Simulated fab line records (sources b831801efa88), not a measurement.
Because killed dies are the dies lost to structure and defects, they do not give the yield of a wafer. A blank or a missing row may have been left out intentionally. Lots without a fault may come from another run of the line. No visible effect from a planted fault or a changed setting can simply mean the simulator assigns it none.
Code-filled problem report in 8D (eight disciplines) form :: flow sky130 :: the parts of the form that need people (team, actions taken, sign-off) are left out

1. THE PROBLEM
On 3 wafers of 1 lot, killedAtFrontEnd at SKY_PAD_OPEN_PROBE_99 has a mean of 58; fault-free wafers read 15, standard deviation 4.1. That puts it +10 standard deviations away from the usual mean.
Seen first at day 49 13:29 on prober-02, wafer L626.3. The record has a number at this step for 21 wafers belonging to 7 lots. The rule behind "out" and "out of limits": a value lying over 4 standard deviations away from the usual mean. All remaining wafers that have a number are taken as sound.

2. WHAT IT IS, AND WHAT IT ISN'T
question: which readings at this step
is: killedAtFrontEnd
is not: killed_at_M4_up, killedAtContacts, killedAtOther, killedOnRim, killedOpen, killedShort

question: which lots
is: L626
is not: L613, L614, L620, L624, L625, L630

question: which wafers of those lots
is: all that have a number
is not: -

question: read on which tools
is: prober-02
is not: prober-01

question: when
is: from day 49 13:29
is not: up to then (15 sound wafers); but 3 sound wafers of L630 came after

3. THE SUSPECTS, EACH WITH WHAT RULES IT OUT
Counting: a tool at any process step up to the reading remains a suspect when it ran all the lots that are out and ran no sound lot after the first of those.
- wetBench-03 at SKY_GATE_OXIDE_WET_ETCH_12 (etches SiO2 in dHF, target depth 16.8 nm, time 336 s): kept. It ran the lot that is out, L626 (day 19 11:59), and no sound lot after that; its last sound lot up to then is L625 (day 19 06:59).
- cvdW-01 at SKY_VIA4_CVD_18 (deposits W, target thk 505 nm, time 152.14 s): kept. It ran the lot that is out, L626 (day 47 00:05), and no sound lot after that; its last sound lot up to then is L625 (day 46 23:44).
- cmp-01 at SKY_VIA4_CMP_21 (polishes, stops on SiO2, t overpolish 25 s, target thk 0 nm): kept. It ran the lot that is out, L626 (day 47 00:51), and no sound lot after that; its last sound lot up to then is L625 (day 47 00:15).
- plasmaAsher-01 at SKY_PASSIVATION_STRIP_12 (strips in O2/N2): kept. It ran the lot that is out, L626 (day 48 16:58), and no sound lot after that; its last sound lot up to then is L625 (day 48 16:04).
- prober-02 at SKY_PAD_OPEN_PROBE_99: kept. It ran the lot that is out, L626 (day 49 13:29), and no sound lot after that; its last sound lot up to then is L624 (day 49 05:59). Its own readings are out on those wafers: killedAtFrontEnd.
Left after counting: wetBench-03 at SKY_GATE_OXIDE_WET_ETCH_12, cvdW-01 at SKY_VIA4_CVD_18, cmp-01 at SKY_VIA4_CMP_21, plasmaAsher-01 at SKY_PASSIVATION_STRIP_12, prober-02 at SKY_PAD_OPEN_PROBE_99.

4. THE CAUSE (what the simulator had put in)
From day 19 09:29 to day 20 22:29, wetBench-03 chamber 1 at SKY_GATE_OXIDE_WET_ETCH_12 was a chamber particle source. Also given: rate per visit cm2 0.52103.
Counting left 5 suspects, and this tool is among them.

5. SEQUENCE OF EFFECTS, ordered by route
Each row: a reading whose mean over the struck wafers that have a number lies more than 3 standard deviations from the usual. Only readings whose record carries a usual standard deviation are examined. hours: median over the lots of the time between each lot's start at the first step of this table that gives one and its start at this step. sigmas: the change, counted in usual standard deviations.
hours: 0
step: SKY_PAD_OPEN_PROBE_99
reading: killedAtFrontEnd
usual: 15
on struck wafers: 58
change: +43
sigmas: +10

hours: 0
step: SKY_PAD_OPEN_PROBE_99
reading: killedDies
usual: 88
on struck wafers: 120
change: +32
sigmas: +3.4
Here are the process steps it includes:
- SKY_PAD_OPEN_PROBE_99

6. HOW IT WOULD HAVE BEEN CAUGHT EARLIER
The fault began at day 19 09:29; the first out-of-limits reading in this record came at day 49 13:29, 724 hours later.
The start of SKY_GATE_OXIDE_WET_ETCH_12 on wetBench-03 came by day 49 13:29 for every one of the lots that are out (1). A hold on the tool at that time would have spared none of them.
